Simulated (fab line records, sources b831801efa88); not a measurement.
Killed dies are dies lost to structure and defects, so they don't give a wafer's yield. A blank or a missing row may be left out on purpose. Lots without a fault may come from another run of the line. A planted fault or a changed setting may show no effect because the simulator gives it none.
fab line records | flow sky130
record lots=5 wafers=15 last_day=49
route steps=708 shown VT_ADJUST_PCH@151 SONOS_TUNNEL@154 SONOS_ONO@168 GATE_OXIDE@187
lots that met no fault: from a run of the same line without faults
start_h: hours from the record's first day to the start of the lot's first wafer shown | wait_h: hours since the lot's step before | " the same as in the row above | L1.1+2: a row that stands for several wafers | - no value, or no start given | * or withheld: withheld | < > ~ a bound
route shown NAME@n: a module of which the file shows steps, and the number in the route of the first | usual: mean/standard deviation of fault-free wafers | same: alike in all rows | chamber/n: place in a boat | sites: the reading at each site | _std_site: their standard deviation | _edge_site: outer sites' mean less inner sites' | radius_mm: how far each site lies from the wafer's centre | mask NAME#n: copy n | behind: the tool/chamber that last shaped the wafer | hold: why the lot was held/for how many hours/how that ended | device: the transistor (n, p or np) that didn't switch | end of line: the same wafers' tests at the end of the route | a step without rows: its recipe alone | killed: dies lost to structure and defects at the first sort, not the wafer's yield | map: a wafer's dies, x killed, . not, _ none there
set.NAME: the setting as run; set.NAME@STEP: as run at that earlier step | model.NAME: the simulator's own value behind a step, which no gauge read
lots at some steps of the route; a table a step, a row a wafer
services: from which hour (start_h, from the record's first day; less than 0 if before it) a tool's chamber was out of use, for how many hours, and why
## steps
# step SKY_VT_ADJUST_PCH_IMPLANT_08
# recipe species=B energy_kev=10 dose_cm2=5e+11 tilt_deg=withheld
# columns lot.wafer tool chamber start_h wait_h
L075.3+4+6 implanter-03 0 232.74 0.1
L079.4+5+6 implanter-03 0 261.98 0.1
L081.1+2+4 implanter-01 0 287.61 0.0
L082.2+3+6 implanter-01 0 298.62 0.0
L094.1+3+5 implanter-02 0 378.15 0.0
# step SKY_VT_ADJUST_PCH_STRIP_09
# recipe chemistry=O2/N2 power_w=1400 pressure_mtorr=1500 platen_temp_c=withheld o2_flow_sccm=3000 n2_flow_sccm=300 overash_fraction=0.5
# usual drypump_motor_current_A=5.9/0.32 oes_product_au=0.723/0.0044 strip_time_to_endpoint_s=36.91/0.1
# columns lot.wafer tool chamber start_h wait_h drypump_motor_current_A oes_product_au rf_hours_counter_h strip_time_to_endpoint_s
L075.3 plasma_asher-04 1 232.88 0.1 6.1 0.726 - 36.98
L075.4 " 0 " " 6.0 0.722 - 36.98
L075.6 " 0 " " 6.0 0.725 - 36.93
L079.4 plasma_asher-04 0 262.09 0.1 6.0 0.718 - 36.65
L079.5 " 0 " " 6.0 0.718 - 36.83
L079.6 " 1 " " 6.2 0.722 - 36.89
L081.1 plasma_asher-03 1 287.76 0.1 6.2 0.721 60 36.81
L081.2 " 0 " " 5.4 0.718 60 36.85
L081.4 " 0 " " 5.4 0.725 - 36.94
L082.2 plasma_asher-03 1 298.74 0.1 6.1 0.724 60 37.04
L082.3 " 0 " " 5.4 0.716 - 37.06
L082.6 " 0 " " 5.4 0.729 - 37.04
L094.1 plasma_asher-04 1 378.30 0.1 6.2 0.724 69 36.83
L094.3 " 1 " " 6.1 0.727 - 36.87
L094.5 " 0 " " 6.0 0.718 - 36.88
# step SKY_VT_ADJUST_PCH_TW_MEAS_10
# usual VT_ADJUST_PCH_TW=142.4/1.3
# columns lot.wafer tool chamber start_h wait_h VT_ADJUST_PCH_TW
L075.3 film_metro-04 - 232.96 0.1 143.1
L075.4 " - " " 143.7
L075.6 " - " " 143.3
L079.4 film_metro-01 - 262.19 0.1 140.5
L079.5 " - " " 141.3
L079.6 " - " " 141.5
L081.1 film_metro-01 - 287.86 0.1 141.3
L081.2 " - " " 141.0
L081.4 " - " " 141.6
L082.2 film_metro-04 - 298.85 0.1 143.0
L082.3 " - " " 144.6
L082.6 " - " " 143.1
L094.1 film_metro-04 - 378.40 0.1 144.2
L094.3 " - " " 144.0
L094.5 " - " " 144.5
# step SKY_SONOS_TUNNEL_DEHYDRATE_00
# recipe temp_c=200 time_s=60
# usual chill_plate_temp_C=23.00/0.1
# same time_s=60
# columns lot.wafer tool chamber start_h wait_h chill_plate_temp_C
L075.3 litho_track-01 0 243.51 10.5 22.96
L075.4 " 0 " " 23.08
L075.6 " 0 " " 22.92
L079.4 litho_track-04 0 273.78 11.6 23.19
L079.5 " 0 " " 23.08
L079.6 " 0 " " 23.20
L081.1 litho_track-03 0 299.67 11.8 23.10
L081.2 " 0 " " 22.98
L081.4 " 0 " " 22.95
L082.2 litho_track-04 0 311.63 12.8 23.02
L082.3 " 0 " " 23.09
L082.6 " 0 " " 23.10
L094.1 litho_track-01 0 391.46 13.0 23.00
L094.3 " 0 " " 22.93
L094.5 " 0 " " 22.95
# step SKY_SONOS_TUNNEL_HMDS_01
# recipe prime_time_s=60 prime_temp_c=120
# usual chill_plate_temp_C=22.99/0.098 prime_temp_c=119.97/0.15
# same prime_time_s=60
# columns lot.wafer tool chamber start_h wait_h chill_plate_temp_C prime_temp_c
L075.3 litho_track-01 0 243.66 0.1 23.20 120.07
L075.4 " 0 " " 23.00 120.09
L075.6 " 0 " " 22.93 120.04
L079.4 litho_track-04 0 273.93 0.1 23.01 119.77
L079.5 " 0 " " 23.02 119.92
L079.6 " 0 " " 23.02 120.00
L081.1 litho_track-03 0 299.82 0.1 22.97 119.92
L081.2 " 0 " " 22.91 120.01
L081.4 " 0 " " 22.95 119.92
L082.2 litho_track-04 0 311.78 0.1 22.87 120.08
L082.3 " 0 " " 22.91 120.28
L082.6 " 0 " " 22.79 120.03
L094.1 litho_track-01 0 391.61 0.1 22.97 119.99
L094.3 " 0 " " 22.94 119.90
L094.5 " 0 " " 22.97 119.81
# step SKY_SONOS_TUNNEL_COAT_02
# recipe resist=NOVOLAK spin_rpm=3000 resist_thk_nm=1140
# usual chill_plate_temp_C=22.99/0.11
# columns lot.wafer tool chamber start_h wait_h chill_plate_temp_C
L075.3 litho_track-01 0 243.81 0.1 23.00
L075.4 " 0 " " 22.89
L075.6 " 0 " " 22.82
L079.4 litho_track-04 0 274.08 0.1 22.99
L079.5 " 0 " " 22.99
L079.6 " 0 " " 23.20
L081.1 litho_track-03 0 299.97 0.1 22.76
L081.2 " 0 " " 22.75
L081.4 " 0 " " 22.93
L082.2 litho_track-04 0 311.93 0.1 22.98
L082.3 " 0 " " 22.96
L082.6 " 0 " " 22.92
L094.1 litho_track-01 0 391.76 0.1 23.02
L094.3 " 0 " " 23.00
L094.5 " 0 " " 22.95
# step SKY_SONOS_TUNNEL_SOFTBAKE_03
# recipe temp_c=90 time_s=60 resist=NOVOLAK
# usual chill_plate_temp_C=23.02/0.092
# same time_s=60
# columns lot.wafer tool chamber start_h wait_h chill_plate_temp_C
L075.3 litho_track-01 0 243.96 0.1 23.18
L075.4 " 0 " " 22.94
L075.6 " 0 " " 23.07
L079.4 litho_track-04 0 274.23 0.1 23.10
L079.5 " 0 " " 22.97
L079.6 " 0 " " 22.96
L081.1 litho_track-03 0 300.12 0.1 22.98
L081.2 " 0 " " 23.07
L081.4 " 0 " " 23.06
L082.2 litho_track-04 0 312.08 0.1 22.85
L082.3 " 0 " " 23.02
L082.6 " 0 " " 22.86
L094.1 litho_track-01 0 391.91 0.1 23.09
L094.3 " 0 " " 23.17
L094.5 " 0 " " 22.96
# step SKY_SONOS_TUNNEL_EXPOSE_04
# recipe mask_id=TUNM na=0.6 source_shape=conventional sigma_outer=0.6 polarization=unpolarized target_cd_nm=410 dose_mj=136
# columns lot.wafer tool chamber start_h wait_h mask
L075.3+4+6 iline_stepper-02 0 - - TUNM#0
L079.4+5+6 iline_stepper-01 0 - - TUNM#0
L081.1+2+4 iline_stepper-02 0 - - TUNM#0
L082.2+3+6 iline_stepper-02 0 - - TUNM#0
L094.1+3+5 iline_stepper-02 0 - - TUNM#0
# step SKY_SONOS_TUNNEL_PEB_05
# recipe temp_c=withheld time_s=* resist=NOVOLAK
# usual chill_plate_temp_C=*
# same time_s=*
# columns lot.wafer tool chamber start_h wait_h chill_plate_temp_C
L075.3 litho_track-04 0 - - *
L075.4 " 0 " " *
L075.6 " 0 " " *
L079.4 litho_track-01 0 - - *
L079.5 " 0 " " *
L079.6 " 0 " " *
L081.1 litho_track-04 0 - - *
L081.2 " 0 " " *
L081.4 " 0 " " *
L082.2 litho_track-03 0 - - *
L082.3 " 0 " " *
L082.6 " 0 " " *
L094.1 litho_track-03 0 - - *
L094.3 " 0 " " *
L094.5 " 0 " " *
# step SKY_SONOS_TUNNEL_DEVELOP_06
# recipe resist=NOVOLAK developer=TMAH develop_time_s=60 dev_temp_c=23
# usual chill_plate_temp_C=22.98/0.11
# columns lot.wafer tool chamber start_h wait_h chill_plate_temp_C
L075.3 litho_track-04 0 255.11 0.1 22.94
L075.4 " 0 " " 22.98
L075.6 " 0 " " 23.02
L079.4 litho_track-01 0 286.48 0.1 22.88
L079.5 " 0 " " 22.83
L079.6 " 0 " " 22.87
L081.1 litho_track-04 0 313.31 0.1 23.03
L081.2 " 0 " " 22.89
L081.4 " 0 " " 22.76
L082.2 litho_track-03 0 325.14 0.1 23.17
L082.3 " 0 " " 22.98
L082.6 " 0 " " 23.06
L094.1 litho_track-03 0 406.92 0.1 23.12
L094.3 " 0 " " 23.13
L094.5 " 0 " " 23.08
# step SKY_SONOS_TUNNEL_CD_MEAS_07
# recipe target_cd_nm=410
# usual cd_nm=410.0/2.2
# columns lot.wafer tool chamber start_h wait_h cd_nm
L075.3 cd_sem-02 - 255.25 0.1 406.5
L075.4 " - " " 408.0
L075.6 " - " " 411.8
L079.4 cd_sem-02 - 286.62 0.1 410.7
L079.5 " - " " 410.4
L079.6 " - " " 410.9
L081.1 cd_sem-01 - 313.46 0.1 413.0
L081.2 " - " " 411.9
L081.4 " - " " 411.4
L082.2 cd_sem-02 - 325.29 0.1 409.1
L082.3 " - " " 410.5
L082.6 " - " " 408.7
L094.1 cd_sem-01 - 407.14 0.2 410.6
L094.3 " - " " 408.0
L094.5 " - " " 408.7
# step SKY_SONOS_TUNNEL_OVL_MEAS_08
# usual SONOS_TUNNEL_OVL=0.1/1.7
# columns lot.wafer tool chamber start_h wait_h SONOS_TUNNEL_OVL[nm]
L075.3 overlay-02 - 255.34 0.1 2.1
L075.4 " - " " 0.7
L075.6 " - " " 1.5
L079.4 overlay-01 - 286.70 0.1 -0.1
L079.5 " - " " 2.2
L079.6 " - " " 0.7
L081.1 overlay-01 - 313.58 0.1 -2.7
L081.2 " - " " -3.5
L081.4 " - " " -3.7
L082.2 overlay-02 - 325.40 0.1 0.3
L082.3 " - " " 0.0
L082.6 " - " " 0.7
L094.1 overlay-02 - 407.26 0.1 -1.4
L094.3 " - " " 0.3
L094.5 " - " " -0.4
# step SKY_SONOS_TUNNEL_IMPLANT_09
# recipe species=B energy_kev=20 dose_cm2=1e+12 tilt_deg=withheld
# columns lot.wafer tool chamber start_h wait_h
L075.3+4+6 implanter-01 0 255.41 0.1
L079.4+5+6 implanter-04 0 286.79 0.1
L081.1+2+4 implanter-03 0 313.61 0.0
L082.2+3+6 implanter-01 0 325.45 0.0
L094.1+3+5 implanter-03 0 407.30 0.0
# step SKY_SONOS_TUNNEL_WET_ETCH_10
# recipe chemistry=dHF target_depth_nm=14 target=SiO2 dilution=100:1 temp_c=25 time_s=280
# same time_s=280
# columns lot.wafer tool chamber start_h wait_h
L075.3+4+6 wet_bench-01 2 255.51 0.1
L079.4+5+6 wet_bench-04 1 286.87 0.1
L081.1+2+4 wet_bench-02 3 313.76 0.1
L082.2+3+6 wet_bench-02 3 325.58 0.1
L094.1+3+5 wet_bench-01 0 407.45 0.1
# step SKY_SONOS_TUNNEL_STRIP_11
# recipe chemistry=SPM time_s=600 temp_c=130
# same time_s=600
# columns lot.wafer tool chamber start_h wait_h
L075.3+4+6 wet_bench-02 1 255.60 0.0
L079.4+5+6 wet_bench-04 3 286.95 0.0
L081.1+2+4 wet_bench-04 2 313.85 0.0
L082.2+3+6 wet_bench-01 1 325.66 0.0
L094.1+3+5 wet_bench-01 3 407.53 0.0
# step SKY_SONOS_TUNNEL_TW_MEAS_12
# usual SONOS_TUNNEL_TW=198.4/2.2
# columns lot.wafer tool chamber start_h wait_h SONOS_TUNNEL_TW
L075.3 film_metro-03 - 255.79 0.0 200.3
L075.4 " - " " 200.8
L075.6 " - " " 200.1
L079.4 film_metro-04 - 287.16 0.0 198.7
L079.5 " - " " 197.8
L079.6 " - " " 197.8
L081.1 film_metro-01 - 314.02 0.0 195.4
L081.2 " - " " 196.4
L081.4 " - " " 195.6
L082.2 film_metro-04 - 325.85 0.0 198.7
L082.3 " - " " 197.8
L082.6 " - " " 198.0
L094.1 film_metro-03 - 407.71 0.0 200.0
L094.3 " - " " 201.4
L094.5 " - " " 201.1
# step SKY_SONOS_TUNNEL_CLEAN_13
# recipe chemistry=dHF time_s=20 dilution=100:1 dry=ipa_marangoni
# same time_s=20
# columns lot.wafer tool chamber start_h wait_h
L075.3+4+6 wet_bench-01 0 255.83 0.0
L079.4+5+6 wet_bench-04 3 287.19 0.0
L081.1+2+4 wet_bench-02 2 314.08 0.1
L082.2+3+6 wet_bench-04 3 325.90 0.0
L094.1+3+5 wet_bench-04 0 407.79 0.1
# step SKY_SONOS_ONO_OXIDATION_00
# recipe temp_c=800 ambient=O2 idle_temp_c=700 ramp_up_c_per_min=10 ramp_down_c_per_min=3 stabilise_s=600 purge_s=300 target_thk_a=26 ox_time_s=1249
# same purge_s=300
# columns lot.wafer tool chamber start_h wait_h
L075.3+4+6 furnace-02 0 258.29 2.4
L079.4+5+6 furnace-01 0 288.91 1.7
L081.1+2+4 furnace-01 0 314.10 0.0
L082.2+3+6 furnace-02 0 327.36 1.4
L094.1+3+5 furnace-02 0 411.00 3.2
# step SKY_SONOS_ONO_THK_MEAS_01
# recipe reads=SiO2_of_SONOS_ONO_OXIDATION_00
# usual SONOS_ONO_OXIDATION_THK=2.58/0.06
# columns lot.wafer tool chamber start_h wait_h SONOS_ONO_OXIDATION_THK[nm]
L075.3 film_metro-04 - 259.66 0.0 2.60
L075.4 " - " " 2.58
L075.6 " - " " 2.52
L079.4 film_metro-04 - 290.28 0.0 2.66
L079.5 " - " " 2.66
L079.6 " - " " 2.69
L081.1 film_metro-04 - 315.44 0.0 2.56
L081.2 " - " " 2.63
L081.4 " - " " 2.63
L082.2 film_metro-04 - 328.72 0.0 2.69
L082.3 " - " " 2.56
L082.6 " - " " 2.53
L094.1 film_metro-04 - 412.35 0.0 2.60
L094.3 " - " " 2.58
L094.5 " - " " 2.64
# step SKY_SONOS_ONO_CVD_02
# recipe material=Si3N4 precursor=DCS/NH3 target_thk_nm=10.5 temp_c=770 time_s=180 pressure_mtorr=250
# same time_s=180
# columns lot.wafer tool chamber start_h wait_h
L075.3+4+6 lpcvd-02 0 259.70 0.0
L079.4+5+6 lpcvd-02 1 290.31 0.0
L081.1+2+4 lpcvd-02 1 315.50 0.1
L082.2+3+6 lpcvd-02 1 333.39 4.7
L094.1+3+5 lpcvd-02 1 412.41 0.1
# step SKY_SONOS_ONO_THK_MEAS_03
# recipe reads=Si3N4_of_SONOS_ONO_CVD_02
# usual SONOS_ONO_CVD_02_THK=10.50/0.13
# columns lot.wafer tool chamber start_h wait_h SONOS_ONO_CVD_02_THK[nm]
L075.3 film_metro-02 - 260.77 0.0 10.56
L075.4 " - " " 10.65
L075.6 " - " " 10.70
L079.4 film_metro-03 - 291.39 0.0 10.48
L079.5 " - " " 10.56
L079.6 " - " " 10.50
L081.1 film_metro-04 - 317.08 0.0 10.49
L081.2 " - " " 10.48
L081.4 " - " " 10.48
L082.2 film_metro-03 - 334.45 0.0 10.27
L082.3 " - " " 10.32
L082.6 " - " " 10.34
L094.1 film_metro-02 - 413.46 0.0 10.34
L094.3 " - " " 10.22
L094.5 " - " " 10.15
# step SKY_SONOS_ONO_CVD_04
# recipe material=SiO2 precursor=SiH4/N2O target_thk_nm=5.7199 temp_c=900 pressure_mtorr=400
# same time_s=900
# columns lot.wafer tool chamber start_h wait_h
L075.3+4+6 lpcvd-03 1 260.81 0.0
L079.4+5+6 lpcvd-03 0 291.42 0.0
L081.1+2+4 lpcvd-03 0 317.14 0.1
L082.2+3+6 lpcvd-03 1 334.50 0.0
L094.1+3+5 lpcvd-03 1 413.52 0.1
# step SKY_SONOS_ONO_THK_MEAS_05
# recipe reads=SiO2_of_SONOS_ONO_CVD_04
# usual SONOS_ONO_CVD_04_THK=5.74/0.1
# columns lot.wafer tool chamber start_h wait_h SONOS_ONO_CVD_04_THK[nm]
L075.3 film_metro-04 - 262.08 0.0 5.77
L075.4 " - " " 5.81
L075.6 " - " " 5.77
L079.4 film_metro-04 - 292.70 0.0 5.76
L079.5 " - " " 5.76
L079.6 " - " " 5.79
L081.1 film_metro-04 - 318.39 0.0 5.75
L081.2 " - " " 5.86
L081.4 " - " " 5.84
L082.2 film_metro-03 - 335.76 0.0 5.73
L082.3 " - " " 5.67
L082.6 " - " " 5.69
L094.1 film_metro-02 - 414.77 0.0 5.82
L094.3 " - " " 5.79
L094.5 " - " " 5.75
# step SKY_SONOS_ONO_DEHYDRATE_06
# recipe temp_c=200 time_s=60
# usual chill_plate_temp_C=22.98/0.094
# same time_s=60
# columns lot.wafer tool chamber start_h wait_h chill_plate_temp_C
L075.3 litho_track-01 0 273.36 11.3 23.14
L075.4 " 0 " " 23.18
L075.6 " 0 " " 23.05
L079.4 litho_track-04 0 304.48 11.8 22.94
L079.5 " 0 " " 22.92
L079.6 " 0 " " 23.03
L081.1 litho_track-04 0 330.71 12.3 23.08
L081.2 " 0 " " 22.91
L081.4 " 0 " " 22.97
L082.2 litho_track-02 0 349.26 13.5 22.90
L082.3 " 0 " " 23.08
L082.6 " 0 " " 23.02
L094.1 litho_track-01 0 428.91 14.1 23.04
L094.3 " 0 " " 22.99
L094.5 " 0 " " 23.12
# step SKY_SONOS_ONO_HMDS_07
# recipe prime_time_s=60 prime_temp_c=120
# usual chill_plate_temp_C=23.01/0.095 prime_temp_c=120.03/0.16
# same prime_time_s=60
# columns lot.wafer tool chamber start_h wait_h chill_plate_temp_C prime_temp_c
L075.3 litho_track-01 0 273.51 0.1 22.91 119.96
L075.4 " 0 " " 23.08 120.07
L075.6 " 0 " " 22.98 119.93
L079.4 litho_track-04 0 304.63 0.1 23.16 120.04
L079.5 " 0 " " 22.94 120.10
L079.6 " 0 " " 22.98 120.18
L081.1 litho_track-04 0 330.86 0.1 22.86 119.97
L081.2 " 0 " " 22.92 119.84
L081.4 " 0 " " 22.92 119.60
L082.2 litho_track-02 0 349.41 0.1 23.07 120.13
L082.3 " 0 " " 23.10 120.11
L082.6 " 0 " " 23.09 120.18
L094.1 litho_track-01 0 429.06 0.1 23.13 119.89
L094.3 " 0 " " 22.89 119.82
L094.5 " 0 " " 23.07 119.91
# step SKY_SONOS_ONO_COAT_08
# recipe resist=NOVOLAK spin_rpm=3000 resist_thk_nm=1140
# usual chill_plate_temp_C=23.03/0.09
# columns lot.wafer tool chamber start_h wait_h chill_plate_temp_C
L075.3 litho_track-01 0 273.66 0.1 22.95
L075.4 " 0 " " 23.02
L075.6 " 0 " " 23.10
L079.4 litho_track-04 0 304.78 0.1 23.24
L079.5 " 0 " " 23.17
L079.6 " 0 " " 23.27
L081.1 litho_track-04 0 331.01 0.1 22.97
L081.2 " 0 " " 22.97
L081.4 " 0 " " 23.09
L082.2 litho_track-02 0 349.56 0.1 23.01
L082.3 " 0 " " 23.12
L082.6 " 0 " " 23.10
L094.1 litho_track-01 0 429.21 0.1 22.79
L094.3 " 0 " " 23.01
L094.5 " 0 " " 22.92
# step SKY_SONOS_ONO_SOFTBAKE_09
# recipe temp_c=90 time_s=60 resist=NOVOLAK
# usual chill_plate_temp_C=23.00/0.11
# same time_s=60
# columns lot.wafer tool chamber start_h wait_h chill_plate_temp_C
L075.3 litho_track-01 0 273.81 0.1 22.91
L075.4 " 0 " " 23.08
L075.6 " 0 " " 22.88
L079.4 litho_track-04 0 304.93 0.1 23.05
L079.5 " 0 " " 23.02
L079.6 " 0 " " 23.06
L081.1 litho_track-04 0 331.16 0.1 23.11
L081.2 " 0 " " 23.11
L081.4 " 0 " " 23.11
L082.2 litho_track-02 0 349.71 0.1 22.88
L082.3 " 0 " " 23.03
L082.6 " 0 " " 22.98
L094.1 litho_track-01 0 429.36 0.1 22.97
L094.3 " 0 " " 22.95
L094.5 " 0 " " 23.05
# step SKY_SONOS_ONO_EXPOSE_10
# recipe mask_id=ONOM target_cd_nm=410 na=0.6 source_shape=conventional sigma_outer=0.6 dose_mj=150
# columns lot.wafer tool chamber start_h wait_h mask
L075.3+4+6 iline_stepper-02 0 - - ONOM#0
L079.4+5+6 iline_stepper-01 0 - - ONOM#0
L081.1+2+4 iline_stepper-02 0 - - ONOM#0
L082.2+3+6 iline_stepper-01 0 - - ONOM#0
L094.1+3+5 iline_stepper-02 0 - - ONOM#0
# step SKY_SONOS_ONO_PEB_11
# recipe temp_c=withheld time_s=* resist=NOVOLAK
# usual chill_plate_temp_C=*
# same time_s=*
# columns lot.wafer tool chamber start_h wait_h chill_plate_temp_C
L075.3 litho_track-04 0 - - *
L075.4 " 0 " " *
L075.6 " 0 " " *
L079.4 litho_track-04 0 - - *
L079.5 " 0 " " *
L079.6 " 0 " " *
L081.1 litho_track-01 0 - - *
L081.2 " 0 " " *
L081.4 " 0 " " *
L082.2 litho_track-02 0 - - *
L082.3 " 0 " " *
L082.6 " 0 " " *
L094.1 litho_track-04 0 - - *
L094.3 " 0 " " *
L094.5 " 0 " " *
# step SKY_SONOS_ONO_DEVELOP_12
# recipe develop_time_s=60 dev_temp_c=23
# usual chill_plate_temp_C=22.97/0.096
# columns lot.wafer tool chamber start_h wait_h chill_plate_temp_C
L075.3 litho_track-04 0 286.06 0.1 23.02
L075.4 " 0 " " 23.13
L075.6 " 0 " " 23.02
L079.4 litho_track-04 0 318.28 0.1 22.94
L079.5 " 0 " " 22.95
L079.6 " 0 " " 23.01
L081.1 litho_track-01 0 344.46 0.1 22.93
L081.2 " 0 " " 22.90
L081.4 " 0 " " 23.01
L082.2 litho_track-02 0 363.41 0.1 22.88
L082.3 " 0 " " 22.86
L082.6 " 0 " " 22.76
L094.1 litho_track-04 0 444.46 0.1 23.15
L094.3 " 0 " " 23.12
L094.5 " 0 " " 22.97
# step SKY_SONOS_ONO_CD_MEAS_13
# recipe target_cd_nm=410
# usual cd_nm=410.8/2.3
# columns lot.wafer tool chamber start_h wait_h cd_nm
L075.3 cd_sem-01 - 286.20 0.1 409.5
L075.4 " - " " 410.8
L075.6 " - " " 410.5
L079.4 cd_sem-01 - 318.42 0.1 409.7
L079.5 " - " " 406.2
L079.6 " - " " 410.2
L081.1 cd_sem-02 - 344.61 0.1 410.0
L081.2 " - " " 409.9
L081.4 " - " " 412.7
L082.2 cd_sem-01 - 363.56 0.1 409.8
L082.3 " - " " 408.8
L082.6 " - " " 409.0
L094.1 cd_sem-02 - 444.61 0.1 413.6
L094.3 " - " " 412.1
L094.5 " - " " 410.7
# step SKY_SONOS_ONO_OVL_MEAS_14
# usual SONOS_ONO_OVL=-0.4/1.5
# columns lot.wafer tool chamber start_h wait_h SONOS_ONO_OVL[nm]
L075.3 overlay-01 - 286.31 0.1 2.3
L075.4 " - " " 0.6
L075.6 " - " " 0.2
L079.4 overlay-02 - 318.49 0.1 -2.2
L079.5 " - " " -1.0
L079.6 " - " " -2.5
L081.1 overlay-02 - 344.73 0.1 -0.1
L081.2 " - " " 0.7
L081.4 " - " " -0.3
L082.2 overlay-01 - 363.66 0.1 0.8
L082.3 " - " " 0.2
L082.6 " - " " 0.4
L094.1 overlay-02 - 444.73 0.1 -0.4
L094.3 " - " " 1.5
L094.5 " - " " 1.1
# step SKY_SONOS_ONO_ETCH_15
# recipe target_depth_nm=19.52 chemistry=CHF3/O2 source_w=600 bias_w=200 pressure_mtorr=40 chf3_flow_sccm=50 O2_flow_sccm=5 time_s=7.8
# usual drypump_motor_current_A=5.7/0.41 oes_product_au=1.001/0.012 throttle_valve_pct=8.824/0.0091
# same time_s=7.8
# columns lot.wafer tool chamber start_h wait_h drypump_motor_current_A oes_product_au rf_hours_counter_h throttle_valve_pct
L075.3 rie_diel-02 3 286.33 0.0 5.9 1.015 107 8.838
L075.4 " 0 " " 6.2 1.001 124 8.816
L075.6 " 0 " " 6.3 0.993 - 8.822
L079.4 rie_diel-02 3 318.52 0.0 5.9 1.021 - 8.832
L079.5 " 2 " " 6.0 0.995 - 8.834
L079.6 " 1 " " 4.8 0.990 - 8.815
L081.1 rie_diel-03 0 344.77 0.0 5.9 0.998 1 8.815
L081.2 " 2 " " 5.6 0.998 2 8.811
L081.4 " 2 " " 5.7 1.002 - 8.828
L082.2 rie_diel-03 2 363.69 0.0 5.6 1.006 2 8.814
L082.3 " 0 " " 5.9 0.998 2 8.817
L082.6 " 2 " " 5.6 1.003 - 8.838
L094.1 rie_diel-04 2 444.76 0.0 5.8 1.016 4 8.813
L094.3 " 3 " " 6.0 1.019 5 8.841
L094.5 " 3 " " 6.0 1.005 - 8.838
# step SKY_SONOS_ONO_WET_ETCH_16
# recipe chemistry=dHF target_depth_nm=14 dry=n2_spin target=SiO2 dilution=100:1 temp_c=25 time_s=280
# same time_s=280
# columns lot.wafer tool chamber start_h wait_h
L075.3+4+6 wet_bench-03 1 286.35 0.0
L079.4+5+6 wet_bench-04 3 318.53 0.0
L081.1+2+4 wet_bench-03 1 344.79 0.0
L082.2+3+6 wet_bench-04 0 363.71 0.0
L094.1+3+5 wet_bench-03 3 444.78 0.0
# step SKY_SONOS_ONO_STRIP_17
# recipe chemistry=O2/N2 power_w=1400 pressure_mtorr=1500 platen_temp_c=withheld o2_flow_sccm=3000 n2_flow_sccm=300 overash_fraction=0.5
# usual drypump_motor_current_A=5.7/0.45 oes_product_au=0.710/0.0045 strip_time_to_endpoint_s=14.09/0.042
# columns lot.wafer tool chamber start_h wait_h drypump_motor_current_A oes_product_au rf_hours_counter_h strip_time_to_endpoint_s
L075.3 plasma_asher-02 1 286.48 0.0 6.2 0.711 - 14.07
L075.4 " 0 " " 5.6 0.709 - 14.09
L075.6 " 0 " " 5.6 0.708 - 14.08
L079.4 plasma_asher-03 0 318.67 0.0 5.4 0.704 - 14.07
L079.5 " 1 " " 6.1 0.711 - 14.05
L079.6 " 0 " " 5.4 0.708 - 14.10
L081.1 plasma_asher-01 0 344.87 0.0 6.1 0.712 22 14.03
L081.2 " 1 " " 5.1 0.718 22 14.03
L081.4 " 0 " " 6.2 0.715 - 14.09
L082.2 plasma_asher-01 1 363.80 0.0 5.1 0.706 24 14.07
L082.3 " 0 " " 6.2 0.708 - 14.13
L082.6 " 0 " " 6.2 0.706 - 14.07
L094.1 plasma_asher-01 1 444.87 0.0 5.1 0.710 32 14.05
L094.3 " 0 " " 6.1 0.712 - 14.06
L094.5 " 0 " " 6.2 0.714 - 14.03
# step SKY_SONOS_ONO_WET_ETCH_18
# recipe chemistry=H3PO4 target_depth_nm=15 target=Si3N4 temp_c=160 time_s=172
# same time_s=172
# columns lot.wafer tool chamber start_h wait_h
L075.3+4+6 wet_bench-04 2 286.55 0.0
L079.4+5+6 wet_bench-03 1 318.74 0.0
L081.1+2+4 wet_bench-04 2 344.97 0.1
L082.2+3+6 wet_bench-02 3 363.90 0.1
L094.1+3+5 wet_bench-04 3 444.97 0.1
# step SKY_GATE_OXIDE_CLEAN_00
# recipe chemistry=SC1/SC2 mix=1:4:20 temp_c=70 time_s=150 dry=n2_spin
# same time_s=150
# columns lot.wafer tool chamber start_h wait_h
L075.3+4+6 wet_bench-03 1 286.60 0.0
L079.4+5+6 wet_bench-04 2 318.79 0.0
L081.1+2+4 wet_bench-02 3 345.03 0.0
L082.2+3+6 wet_bench-03 1 363.96 0.0
L094.1+3+5 wet_bench-02 2 445.03 0.0
# step SKY_GATE_OXIDE_OXIDATION_01
# recipe temp_c=900 ambient=O2 stabilise_s=600 purge_s=300 target_thk_a=102.68 ox_time_s=1473
# same purge_s=300
# columns lot.wafer tool chamber start_h wait_h
L075.3+4+6 furnace-02 0 288.16 1.5
L079.4+5+6 furnace-02 0 322.03 3.2
L081.1+2+4 furnace-01 0 345.08 0.0
L082.2+3+6 furnace-01 0 364.53 0.5
L094.1+3+5 furnace-01 0 445.09 0.0
# step SKY_GATE_OXIDE_THK_MEAS_02
# recipe reads=SiO2_of_GATE_OXIDE_OXIDATION_01
# usual GATE_OXIDE_OXIDATION_00_THK=10.25/0.2
# columns lot.wafer tool chamber start_h wait_h GATE_OXIDE_OXIDATION_00_THK[nm]
L075.3 film_metro-02 - 289.59 0.0 10.20
L075.4 " - " " 10.14
L075.6 " - " " 10.04
L079.4 film_metro-01 - 323.47 0.0 10.05
L079.5 " - " " 10.02
L079.6 " - " " 10.23
L081.1 film_metro-03 - 346.49 0.0 10.30
L081.2 " - " " 10.24
L081.4 " - " " 10.36
L082.2 film_metro-03 - 365.94 0.0 10.23
L082.3 " - " " 10.15
L082.6 " - " " 10.36
L094.1 film_metro-03 - 446.49 0.0 10.03
L094.3 " - " " 10.21
L094.5 " - " " 9.97
## services
# columns tool chamber start_h hours kind
wet_bench-04 - 209.23 0.9 repair
implanter-01 - 221.14 5.0 repair
furnace-01 - 225.08 4.8 pm
furnace-01 - 234.11 3.9 pm
iline_stepper-01 - 237.62 8.9 pm
furnace-02 - 254.56 3.7 pm
furnace-02 - 259.64 3.4 pm
implanter-01 - 278.33 7.6 repair
wet_bench-02 - 281.96 7.0 repair
implanter-03 - 295.91 2.9 pm
implanter-01 - 305.98 5.0 pm
implanter-03 - 308.16 2.2 repair
iline_stepper-02 - 357.99 1.7 pm
furnace-01 - 385.54 4.5 pm
implanter-01 - 387.67 1.9 repair
lpcvd-02 - 393.05 6.1 pm
implanter-01 - 395.02 3.2 repair
wet_bench-02 - 396.91 1.9 pm
furnace-01 - 401.55 4.4 pm
wet_bench-02 - 404.42 3.6 repair
furnace-01 - 408.39 3.4 repair
wet_bench-01 - 420.34 0.6 repair
wet_bench-01 - 437.40 2.0 repair
implanter-03 - 440.16 0.8 repair
## key
fault none
